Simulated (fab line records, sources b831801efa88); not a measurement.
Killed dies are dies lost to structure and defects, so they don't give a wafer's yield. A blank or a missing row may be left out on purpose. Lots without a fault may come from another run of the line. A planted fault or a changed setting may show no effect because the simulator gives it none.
Which tool did it? | flow sky130 | 13 lots, 39 wafers sampled, at 4 steps of a route of 708

WHAT THE GAUGES READ, wafer by wafer
SKY_METAL4_CD_MEAS_13: target cd 300 nm.
lot  | measured     | on        | cd_nm (nm)
L632 | day 42 00:35 | cd_sem-02 | 302.3 301.8 302.7
L635 | day 42 16:31 | cd_sem-01 | 300.1 299.0 301.3
L636 | day 43 03:43 | cd_sem-02 | 302.0 302.5 303.5
L641 | day 44 19:58 | cd_sem-02 | 298.1 299.1 298.2
L642 | day 45 00:10 | cd_sem-02 | 300.3 299.8 300.8
L647 | day 46 03:40 | cd_sem-01 | 301.8 300.2 301.3
L649 | day 46 11:59 | cd_sem-02 | 301.8 300.7 300.5
L650 | day 46 18:32 | cd_sem-01 | 301.6 300.9 301.1
L651 | day 47 01:21 | cd_sem-01 | 300.8 301.0 301.9
L652 | day 47 13:00 | cd_sem-01 | 300.1 297.8 298.3
L653 | day 47 16:03 | cd_sem-02 | 297.3 298.5 297.1
L655 | day 47 17:11 | cd_sem-01 | 299.7 300.4 298.8
L654 | day 47 19:38 | cd_sem-02 | 299.9 298.5 298.9

SKY_VIA4_BOW_MEAS_03.
lot  | measured     | on            | VIA4_BOW (um)
L632 | day 42 02:15 | film_metro-02 | 75 82 74
L635 | day 42 18:07 | film_metro-01 | 77 85 75
L636 | day 43 05:30 | film_metro-01 | 68 85 75
L641 | day 44 21:37 | film_metro-01 | 73 81 84
L642 | day 45 02:07 | film_metro-03 | 79 64 71
L647 | day 46 05:17 | film_metro-01 | 70 70 65
L649 | day 46 13:37 | film_metro-02 | 92 66 77
L650 | day 46 20:21 | film_metro-01 | 83 81 82
L651 | day 47 03:00 | film_metro-03 | 60 75 71
L652 | day 47 14:37 | film_metro-02 | 67 77 97
L653 | day 47 17:40 | film_metro-01 | 79 70 64
L655 | day 47 18:48 | film_metro-03 | 66 72 70
L654 | day 47 21:16 | film_metro-02 | 80 72 87

SKY_VIA4_THK_MEAS_20: measures by xrf.
lot  | measured     | on            | VIA4_W_THK (nm)
L632 | day 43 01:54 | film_metro-01 | 518 523 517
L635 | day 43 17:50 | film_metro-01 | 530 530 529
L636 | day 44 05:08 | film_metro-03 | 521 515 517
L641 | day 45 19:02 | film_metro-03 | 500 504 498
L642 | day 46 00:11 | film_metro-02 | 513 522 522
L647 | day 47 01:52 | film_metro-02 | 504 499 498
L649 | day 47 10:45 | film_metro-01 | 515 515 515
L650 | day 47 16:43 | film_metro-01 | 513 512 506
L651 | day 47 23:43 | film_metro-01 | 516 511 521
L652 | day 48 11:19 | film_metro-02 | 517 509 514
L653 | day 48 14:20 | film_metro-02 | 523 506 514
L655 | day 48 14:56 | film_metro-03 | 502 506 506
L654 | day 48 17:32 | film_metro-01 | 514 524 514

WHICH TOOL RAN EACH LOT (tool, then ch and the chambers of the sampled wafers, then the start)
lot  | SKY_VIA1_CLEAN_18
L632 | wet_bench-01 ch 3, day 34 04:56
L635 | wet_bench-01 ch 0, day 34 23:33
L636 | wet_bench-01 ch 0, day 35 12:16
L641 | wet_bench-03 ch 0, day 37 10:55
L642 | wet_bench-01 ch 2, day 37 14:58
L647 | wet_bench-04 ch 1, day 39 00:01
L649 | wet_bench-04 ch 2, day 39 10:55
L650 | wet_bench-04 ch 3, day 39 17:24
L651 | wet_bench-03 ch 1, day 40 04:26
L652 | wet_bench-01 ch 0, day 40 16:48
L653 | wet_bench-01 ch 1, day 40 19:38
L655 | wet_bench-04 ch 3, day 40 22:02
L654 | wet_bench-01 ch 0, day 41 01:14
- SKY_VIA1_CLEAN_18: cleans in IPA, time 180 s.

WHAT THE TOOLS THEMSELVES READ (means of the sampled wafers that have a number; where no wafer has one, the mark that the record gives instead)
The record holds no such reading with a usual standard deviation.

THE ANSWER, worked out from the rows above alone
Rule: what is usual is taken from the lots themselves. Put in order of their means at a reading, lots are off if they are a third of the lots or fewer, leave a main group of 4 or more, and stand apart from it by a gap of 3 or more times the standard deviation of the main group's means; of several such gaps the widest counts. A main group whose means are all the same, to the digits that the tables above print for the reading, isn't used. A lot without any number at a reading at which 4 lots or more have one is off too. The other lots that the step has rows for count as sound. The gauges are gone through in route order, then the tools' own readings, and for those a lot's mean is taken as printed above. The first step at which some lot is off is used, and at that step the reading that is off furthest; a lot without a number counts as furthest.
No lot is off at any reading shown: from this, nothing can be told.

WHAT THE SIMULATOR HAD PUT IN
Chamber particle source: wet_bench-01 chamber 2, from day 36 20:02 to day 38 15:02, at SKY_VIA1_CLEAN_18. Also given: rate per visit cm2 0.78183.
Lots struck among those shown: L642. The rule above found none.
